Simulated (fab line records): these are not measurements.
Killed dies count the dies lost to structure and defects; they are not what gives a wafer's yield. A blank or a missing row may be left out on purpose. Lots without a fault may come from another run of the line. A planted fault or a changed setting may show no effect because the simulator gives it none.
Comparing a struck lot with a sound one    flow sky130    15 out of 708 route steps
Sound: wafers L397.1, L397.2, L397.5. Wafers L402.1, L402.5, L402.6 were the ones struck. The cause is given at the end.
For every step that has rows: the tool of each side, followed by ch and its chambers, followed by its first start. Under that, the readings that differ: sound wafers    struck wafers    difference of the means    sigmas: that difference in standard deviations of wafers without a fault.
alike: readings whose means differ by less than 2 such deviations, and words and numbers that are the same on both sides. not compared: withheld readings, readings that some wafer has no value for, bounds like >300 that may hide the same value, and numbers for which the record gives no deviation and whose values overlap.
A row with sigmas, a row that says differs or no value, or rows on one side alone: a step with any of these is where the two part. Numbers that have no deviation but don't overlap get no sigmas and don't part them. A reading that every wafer of one side lacks parts them only if that side has two wafers or more.

SKY_SONOS_ONO_THK_MEAS_05:
  sound on film metro-01 at day 13 20:31; struck on film metro-01 at day 15 10:17
  alike: SONOS_ONO_CVD_04_THK
then, 7 steps without rows for these wafers: SKY_SONOS_ONO_DEHYDRATE_06 (time 60 s); SKY_SONOS_ONO_HMDS_07 (prime time 60 s); SKY_SONOS_ONO_COAT_08 (resist thk 1140 nm); SKY_SONOS_ONO_SOFTBAKE_09 (time 60 s); SKY_SONOS_ONO_EXPOSE_10 (exposes mask ONOM, target cd 410 nm); SKY_SONOS_ONO_PEB_11; SKY_SONOS_ONO_DEVELOP_12 (develop time 60 s).
SKY_SONOS_ONO_CD_MEAS_13: target cd 410 nm.
  sound on cd sem-01 at day 14 23:17; struck on cd sem-02 at day 16 13:37
  alike: cd nm
SKY_SONOS_ONO_OVL_MEAS_14:
  sound on overlay-01 at day 14 23:25; struck on overlay-01 at day 16 13:44
  alike: SONOS_ONO_OVL
SKY_SONOS_ONO_ETCH_15: etches the open film in CHF3/O2, target depth 19.52 nm, time 7.8 s.
  sound on rie diel-04 ch 0,1,3, day 14 23:27; struck on rie diel-04 ch 1,2, day 16 13:46
  alike: drypump motor current A, oes product au, throttle valve pct
  not compared: rf hours counter h
then, 1 step without rows for these wafers: SKY_SONOS_ONO_WET_ETCH_16 (etches SiO2 in dHF, target depth 14 nm, time 280 s).
SKY_SONOS_ONO_STRIP_17: strips in O2/N2.
  sound on plasma asher-04 ch 0,1, day 14 23:34; struck on plasma asher-01 ch 0,1, day 16 13:53
reading                                         sound              struck             difference                     sigmas
oes product au (a.u.)                           0.712 0.706 0.707  0.906 0.894 0.911  +0.195                         +42
strip time to endpoint s (s)                    14.13 14.14 14.16  - - -              no value on the struck wafers  
model.NOVOLAK_of_SONOS_ONO_COAT_08.thk nm (nm)  0 0 0              569.6 568.2 568.2  +568.7                         
  alike: drypump motor current A
  not compared: rf hours counter h
then, 1 step without rows for these wafers: SKY_SONOS_ONO_WET_ETCH_18 (etches Si3N4 in H3PO4, target depth 15 nm, time 172 s).
-- record jumps: 34 days separate the struck wafers' starts on either side; left off in module SONOS_ONO, taken up again in module PAD_OPEN, whose first shown step is the route's number 708 --
SKY_PAD_OPEN_PROBE_99:
  sound on prober-02 at day 47 06:23; struck on prober-01 at day 50 04:53
reading              sound     struck       difference  sigmas
killed at front end  16 17 9   430 408 414  +403        +82
killed dies          75 90 95  492 492 492  +405        +42
killed on rim        17 18 19  96 96 96     +78         +21
  alike: killed_at_M0_to_M3, killed_at_M4_up, killed at contacts, killed at other, killed open, killed short

WHERE THEY PART
Last at SKY_PAD_OPEN_PROBE_99 as far as this record goes, first at SKY_SONOS_ONO_STRIP_17.

WHY: the cause the simulator had injected
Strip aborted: plasma asher-01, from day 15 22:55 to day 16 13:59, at SKY_SONOS_ONO_STRIP_17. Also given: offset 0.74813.
